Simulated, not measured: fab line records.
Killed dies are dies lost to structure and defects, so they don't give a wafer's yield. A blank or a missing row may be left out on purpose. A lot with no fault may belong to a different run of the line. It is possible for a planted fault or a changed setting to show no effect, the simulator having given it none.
Which of the tools did it? | flow gf180mcu | 15 lots with 45 wafers sampled at 2 steps, on a route of 602 steps

== WHAT EACH GAUGE READ, for each wafer ==
GF_V1_THK_MEAS_03. Usual: for V1_CVD_02_THK the level is 849 nm and the standard deviation is 12.
lot  | measured     | on            | V1_CVD_02_THK (nm) | flag
L446 | day 17 10:29 | film_metro-04 | 847 871 849        |
L447 | day 17 23:16 | film_metro-02 | 839 856 852        |
L448 | day 18 01:23 | film_metro-04 | 840 862 875        |
L449 | day 18 16:04 | film_metro-03 | 847 877 841        |
L450 | day 19 00:55 | film_metro-04 | 834 845 856        |
L454 | day 20 12:50 | film_metro-03 | 845 864 859        |
L455 | day 20 22:58 | film_metro-04 | 861 853 878        |
L456 | day 21 05:34 | film_metro-04 | 850 848 867        |
L458 | day 21 23:43 | film_metro-04 | 841 832 849        |
L459 | day 22 07:17 | film_metro-03 | 843 846 837        |
L460 | day 22 22:56 | film_metro-04 | 822 838 841        |
L461 | day 23 06:27 | film_metro-03 | 832 852 860        |
L462 | day 23 11:48 | film_metro-03 | 829 848 856        |
L464 | day 23 23:29 | film_metro-04 | 846 836 849        |
L466 | day 24 16:23 | film_metro-03 | 849 870 872        |

== EACH LOT AND THE TOOL THAT RAN IT (in order: tool; ch and the chambers of the sampled wafers; start) ==
lot  | GF_V1_CVD_02
L446 | pecvd-01 ch 0,1,2, day 17 10:24
L447 | pecvd-04 ch 0,1,2, day 17 23:11
L448 | pecvd-01 ch 0,1, day 18 01:19
L449 | pecvd-03 ch 0,1,2, day 18 15:59
L450 | pecvd-01 ch 1,2, day 19 00:51
L454 | pecvd-03 ch 0,1,2, day 20 12:46
L455 | pecvd-01 ch 0,2, day 20 22:53
L456 | pecvd-01 ch 0,1, day 21 05:29
L458 | pecvd-01 ch 1,2, day 21 23:38
L459 | pecvd-01 ch 1,2, day 22 07:11
L460 | pecvd-01 ch 0,1,2, day 22 22:52
L461 | pecvd-04 ch 0,1,2, day 23 06:22
L462 | pecvd-03 ch 0,2, day 23 11:44
L464 | pecvd-03 ch 0,1,2, day 23 23:24
L466 | pecvd-04 ch 0,1,2, day 24 16:18
- GF_V1_CVD_02: deposits SiO2 from TEOS, target thk 850 nm, time 94.851 s.

== AS READ BY THE TOOLS THEMSELVES (means over the sampled wafers that have a number; for cases with no such wafer, the mark the record gives instead) ==
GF_V1_CVD_02. Usual: heater_power_w 655 W, standard deviation 100.
lot  | tool     | heater_power_w (W) | flag
L446 | pecvd-01 | 647                |
L447 | pecvd-04 | 614                |
L448 | pecvd-01 | 655                |
L449 | pecvd-03 | 648                |
L450 | pecvd-01 | 652                |
L454 | pecvd-03 | 655                |
L455 | pecvd-01 | 719                |
L456 | pecvd-01 | 643                |
L458 | pecvd-01 | 753                |
L459 | pecvd-01 | 646                |
L460 | pecvd-01 | 701                |
L461 | pecvd-04 | 622                |
L462 | pecvd-03 | 705                |
L464 | pecvd-03 | 650                |
L466 | pecvd-04 | 642                |

== THE ANSWER, worked out from the rows above alone ==
Rule: lot off if the mean of its wafers having a number is beyond 3 standard deviations from the usual mean. Also off: a lot with no number at a reading for which 4 or more lots have one. Any other lot the step has rows for is counted as sound. After the gauges, taken in route order, come the tools' own readings; for these a lot's mean is taken, as printed above. At the first step where some lot is off, the reading lying furthest off is the one used; lots without a number count as furthest.
None of the lots is off at any reading shown; this tells nothing.

== WHAT HAD BEEN PUT IN BY THE SIMULATOR ==
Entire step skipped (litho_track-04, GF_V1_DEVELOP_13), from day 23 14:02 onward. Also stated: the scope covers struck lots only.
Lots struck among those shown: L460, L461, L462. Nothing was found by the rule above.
